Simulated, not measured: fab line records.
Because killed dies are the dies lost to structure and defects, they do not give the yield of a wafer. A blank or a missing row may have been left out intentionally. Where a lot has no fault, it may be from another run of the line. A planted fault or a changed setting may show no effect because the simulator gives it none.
Problem report in the 8D (eight disciplines) form, filled by code :: flow sky130 :: the parts of the form that need people (team, actions taken, sign-off) are left out

1. WHAT WENT WRONG
Across 6 wafers from 2 lots, SD_N_RS at SKY_SD_N_RS_MEAS_16 averages 67.56 ohm/sq, while fault-free wafers read 68.55 ohm/sq with a standard deviation of 0.11. That puts it -9.0 standard deviations away from the usual mean.
The step: measures by four-point-probe.
Earliest sighting: wafer L873.2 on film metro-02 at day 32 06:35. The record has a number at this step for 33 wafers belonging to 11 lots. Rule for "out" (also "out of limits"): further than 4 standard deviations from the usual mean. All remaining wafers that have a number are taken as sound.

2. WHAT IT IS; WHAT IT IS NOT
question: which readings at this step
is: SD_N_RS
is not: -

question: which lots
is: L873, L875
is not: L860, L866, L867, L868, L876, L877, L881, L882, L883

question: which wafers of those lots
is: all that have a number
is not: -

question: read on which gauges
is: film metro-01, film metro-02
is not: film metro-04

question: when
is: from day 32 06:35
is not: up to then (12 sound wafers); but 15 sound wafers of L876, L877, L881, L882, L883 came after

3. THE SUSPECTS, EACH WITH WHAT RULES IT OUT
Counting: a tool at any process step up to the reading remains a suspect when it ran all the lots that are out and ran no sound lot after the first of those.
- the gauge at SKY_SD_N_RS_MEAS_16 is ruled out. The wafers that are out were read on 2 gauges (film metro-01, film metro-02).
- implanter-01 at SKY_SD_N_IMPLANT_09: kept. Every lot that is out went through it, starting with L873 (day 32 05:54), and after that it ran no sound lot; the last sound lot it ran before then is L866 (day 30 05:08). On those wafers its own readings are out: end station pressure torr.
After counting, what remains is implanter-01 at SKY_SD_N_IMPLANT_09.

4. THE CAUSE (what the simulator had put in)
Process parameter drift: implanter-01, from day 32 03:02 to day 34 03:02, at SKY_SD_N_IMPLANT_09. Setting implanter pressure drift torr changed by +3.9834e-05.
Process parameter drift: implanter-01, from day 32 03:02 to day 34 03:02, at SKY_SD_N_IMPLANT_09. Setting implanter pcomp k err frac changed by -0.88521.
Only this tool survived the counting.

5. THE EFFECT CHAIN, in route order
Each row: a reading whose mean over the struck wafers that have a number lies more than 3 standard deviations from the usual. Only readings whose record carries a usual standard deviation are examined. hours: median over the lots of the time between each lot's start at the first step of this table that gives one and its start at this step. sigmas: the change, counted in usual standard deviations.
hours: 0
step: SKY_SD_N_IMPLANT_09
reading: beam on s
usual: 16.1 s
on struck wafers: 19.2
change: +3.1
sigmas: +3.4

hours: 0
step: SKY_SD_N_IMPLANT_09
reading: end station pressure torr
usual: 1.48e-05 Torr
on struck wafers: 5.43e-05
change: +3.95e-05
sigmas: +39

hours: 0
step: SKY_SD_N_STRIP_11
reading: strip time to endpoint s
usual: 22.55 s
on struck wafers: 23.04
change: +0.49
sigmas: +11

hours: 1
step: SKY_SD_N_RS_MEAS_16
reading: SD_N_RS
usual: 68.55 ohm/sq
on struck wafers: 67.56
change: -0.99
sigmas: -9.0
The process steps in it:
- SKY_SD_N_IMPLANT_09
- SKY_SD_N_STRIP_11: strips in O2/N2.

6. HOW IT WOULD HAVE BEEN CAUGHT EARLIER
Counted from the fault's start at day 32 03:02, it took 4 hours until the first out-of-limits reading at a measuring or inspecting step in this record, taken at day 32 06:35.
Tool's own readings at SKY_SD_N_IMPLANT_09, end station pressure torr: out on all struck wafers the step has rows for; an alarm limit on them would have tripped on the first.
Among the 2 lots that are out, L875 began SKY_SD_N_IMPLANT_09 on implanter-01 after day 32 06:35. Putting the tool on hold at that point would have spared it.
